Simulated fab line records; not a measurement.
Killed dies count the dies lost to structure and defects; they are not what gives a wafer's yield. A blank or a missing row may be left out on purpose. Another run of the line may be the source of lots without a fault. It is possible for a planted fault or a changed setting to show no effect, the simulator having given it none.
What tool caused it?    flow gf180mcu    39 wafers from 13 lots sampled at 4 of the route's 602 steps

## WHAT EACH GAUGE READ, for each wafer
GF_TOP_METAL_CD_MEAS_14 targets a cd of 440 nm. Usual: cd_nm reads 438.8 nm (standard deviation 2.5).
lot   measured      on         cd_nm (nm)         flag
L499  day 28 10:49  cd_sem-01  439.7 441.1 439.6  
L501  day 29 04:49  cd_sem-01  438.0 438.6 437.4  
L502  day 29 08:56  cd_sem-01  438.6 440.0 437.9  
L503  day 29 16:37  cd_sem-02  437.3 437.9 436.4  
L504  day 29 21:01  cd_sem-02  444.8 441.3 441.2  
L506  day 30 13:41  cd_sem-01  438.4 439.2 439.3  
L507  day 31 02:16  cd_sem-02  438.9 441.4 439.2  
L509  day 31 13:28  cd_sem-02  433.7 434.7 433.5  
L510  day 31 19:05  cd_sem-02  441.3 442.9 442.6  
L511  day 32 00:49  cd_sem-02  440.5 441.5 436.9  
L516  day 33 04:13  cd_sem-02  436.1 435.9 436.0  
L518  day 33 13:22  cd_sem-02  436.9 435.6 436.2  
L520  day 34 01:43  cd_sem-02  437.0 435.0 438.0  

## WHAT TOOL EACH LOT RAN ON (gives the tool, then ch and the chambers of the sampled wafers, and finally the start)
lot   GF_V1_CVD_02                     GF_V4_CVD_23                   GF_MIM_SPUTTER_01
L499  pecvd-02 ch 1,2, day 17 11:57    cvd_w-01 ch 0,1, day 24 20:32  pvd_sputter-01, day 24 21:13
L501  pecvd-02 ch 0,1,2, day 18 07:32  cvd_w-02 ch 0,1, day 25 14:01  pvd_sputter-03, day 25 14:40
L502  pecvd-01 ch 1,2, day 18 15:16    cvd_w-01 ch 0,1, day 25 21:02  pvd_sputter-04, day 25 21:44
L503  pecvd-03 ch 0,1,2, day 19 01:43  cvd_w-02 ch 0,1, day 26 06:26  pvd_sputter-03, day 26 07:08
L504  pecvd-01 ch 0,1, day 19 08:43    cvd_w-01 ch 1, day 26 11:35    pvd_sputter-01, day 26 12:17
L506  pecvd-01 ch 0,2, day 20 05:06    cvd_w-02 ch 0,1, day 27 04:55  pvd_sputter-03, day 27 05:36
L507  pecvd-01 ch 0,1,2, day 20 19:34  cvd_w-02 ch 1, day 27 18:54    pvd_sputter-03, day 27 19:35
L509  pecvd-01 ch 0,1,2, day 21 10:50  cvd_w-02 ch 0,1, day 28 06:37  pvd_sputter-03, day 28 07:19
L510  pecvd-01 ch 0,1,2, day 21 19:46  cvd_w-02 ch 0,1, day 28 12:59  pvd_sputter-03, day 28 13:41
L511  pecvd-02 ch 1,2, day 22 03:10    cvd_w-02 ch 0,1, day 28 20:23  pvd_sputter-01, day 28 21:02
L516  pecvd-01 ch 0,1,2, day 23 18:03  cvd_w-01 ch 1, day 30 03:28    pvd_sputter-04, day 30 04:10
L518  pecvd-01 ch 0,1,2, day 24 06:25  cvd_w-02 ch 0,1, day 30 13:53  pvd_sputter-03, day 30 14:32
L520  pecvd-03 ch 0,2, day 24 22:40    cvd_w-01 ch 0,1, day 31 04:14  pvd_sputter-01, day 31 04:58
- GF_V1_CVD_02: deposits SiO2 from TEOS, target thk 850 nm, time 94.851 s.
- GF_V4_CVD_23: deposits W, target thk 350 nm, time 104.9 s.
- GF_MIM_SPUTTER_01: material TiN, target thk 30 nm, time 25 s.

## WHAT THE TOOLS THEMSELVES READ (means of the sampled wafers that have a number; where no wafer has one, the mark that the record gives instead)
GF_V1_CVD_02. Usual: heater_power_w reads 629 W (standard deviation 120).
lot   tool      heater_power_w (W)  flag
L499  pecvd-02  739                 
L501  pecvd-02  694                 
L502  pecvd-01  603                 
L503  pecvd-03  627                 
L504  pecvd-01  609                 
L506  pecvd-01  567                 
L507  pecvd-01  597                 
L509  pecvd-01  596                 
L510  pecvd-01  581                 
L511  pecvd-02  742                 
L516  pecvd-01  555                 
L518  pecvd-01  543                 
L520  pecvd-03  700                 

GF_V4_CVD_23. Usual: heater_power_w reads 880 W (standard deviation 55).
lot   tool      heater_power_w (W)  flag
L499  cvd_w-01  927                 
L501  cvd_w-02  827                 
L502  cvd_w-01  934                 
L503  cvd_w-02  844                 
L504  cvd_w-01  922                 
L506  cvd_w-02  832                 
L507  cvd_w-02  852                 
L509  cvd_w-02  824                 
L510  cvd_w-02  843                 
L511  cvd_w-02  825                 
L516  cvd_w-01  920                 
L518  cvd_w-02  853                 
L520  cvd_w-01  945                 

GF_MIM_SPUTTER_01. Usual: cathode_dc_power_W 6500.0 W, standard deviation 1.3; chamber_pressure_pa 0.4000 Pa, standard deviation 0.00077; throttle_valve_pct 30.1 %, standard deviation 0.9.
lot   tool            cathode_dc_power_W (W)  chamber_pressure_pa (Pa)  throttle_valve_pct (%)  flag
L499  pvd_sputter-01  6500.4                  0.4003                    30.4                    
L501  pvd_sputter-03  6499.4                  0.4001                    29.4                    
L502  pvd_sputter-04  6500.5                  0.3997                    30.0                    
L503  pvd_sputter-03  6500.4                  0.4008                    30.2                    
L504  pvd_sputter-01  6499.9                  0.3991                    30.2                    
L506  pvd_sputter-03  6500.3                  0.3993                    29.8                    
L507  pvd_sputter-03  6500.2                  0.3998                    29.7                    
L509  pvd_sputter-03  6500.4                  0.4003                    29.7                    
L510  pvd_sputter-03  6500.2                  0.4003                    29.6                    
L511  pvd_sputter-01  6499.5                  0.3998                    30.6                    
L516  pvd_sputter-04  6500.9                  0.4005                    30.3                    
L518  pvd_sputter-03  6500.3                  0.3999                    28.7                    
L520  pvd_sputter-01  6499.9                  0.3993                    30.5                    

## THE ANSWER, worked out from the rows above alone
Rule: a lot is off if the mean of its wafers that have a number lies more than 3 standard deviations from the usual mean. Also off: a lot with no number at a reading for which 4 or more lots have one. Any other lot the step has rows for is counted as sound. After the gauges, taken in route order, come the tools' own readings; for these a lot's mean is taken, as printed above. At the first step where some lot is off, the reading lying furthest off is the one used; lots without a number count as furthest.
Nothing can be told from this: no lot is off at any reading shown.

## WHAT HAD BEEN PUT IN BY THE SIMULATOR
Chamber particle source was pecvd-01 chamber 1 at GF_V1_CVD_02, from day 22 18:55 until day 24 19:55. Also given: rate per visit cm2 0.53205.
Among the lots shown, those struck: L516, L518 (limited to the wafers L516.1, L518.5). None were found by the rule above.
